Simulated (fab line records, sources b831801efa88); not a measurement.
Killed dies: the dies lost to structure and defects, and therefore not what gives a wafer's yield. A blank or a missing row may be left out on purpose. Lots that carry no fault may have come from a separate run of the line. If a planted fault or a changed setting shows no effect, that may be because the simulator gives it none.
A single fault, viewed from 2 desks	flow gf180mcu	every desk sees just its own numbers, and what lay behind them comes last

== FOR THE TOOL OWNER'S DESK: plasma asher-02 ==
The tool's own readings at GF_V4_STRIP_18 (strips in O2/N2): means of the sampled wafers that have a number, for each lot that ran on this tool. The brackets show how far a lot's mean lies from the usual mean; more than 4 standard deviations puts the lot out of limits, marked OUT.
Columns: A = drypump motor current A at GF_V4_STRIP_18, usual 5.8 A; B = heater power w at GF_V4_STRIP_18, usual 366 W; C = oes product au at GF_V4_STRIP_18, usual 0.593 a.u.
lot	first seen here	A	B	C
L363	day 24 23:12	5.9	384	0.591
L370	day 27 04:08	5.9	389	0.595
L372	day 27 20:25	5.9	383	0.595
L373	day 28 11:39	5.9	389	0.593
L377	day 29 09:37	5.8	387	0.594
Finding of this desk: none of the 5 lots has anything out of limits.

== THE METROLOGY DESK ==
What the gauges read for every lot (on any tool): the sampled wafers with a number, averaged. The brackets show how far a lot's mean lies from the usual mean; more than 4 standard deviations puts the lot out of limits, marked OUT.
Columns: A = V5_CVD_02_THK at GF_V5_THK_MEAS_03, usual 1450 nm
lot	first seen here	A
L362	day 26 08:38	1472
L363	day 26 20:49	1464
L364	day 27 04:48	1455
L365	day 27 13:19	1459
L366	day 27 19:17	1445
L370	day 28 21:55	1462
L371	day 29 08:14	1444
L372	day 29 13:57	1449
L373	day 30 05:47	1423
L375	day 30 11:12	1446
L377	day 31 01:31	1428
L378	day 31 05:17	1454
L385	day 33 09:41	1460
Finding of this desk: none of the 13 lots has anything out of limits.

== BROUGHT TOGETHER ==
The desk of the tool owner found nothing out of limits.
At the metrology desk, nothing out of limits was observed.

== WHAT HAD BEEN PUT IN BY THE SIMULATOR ==
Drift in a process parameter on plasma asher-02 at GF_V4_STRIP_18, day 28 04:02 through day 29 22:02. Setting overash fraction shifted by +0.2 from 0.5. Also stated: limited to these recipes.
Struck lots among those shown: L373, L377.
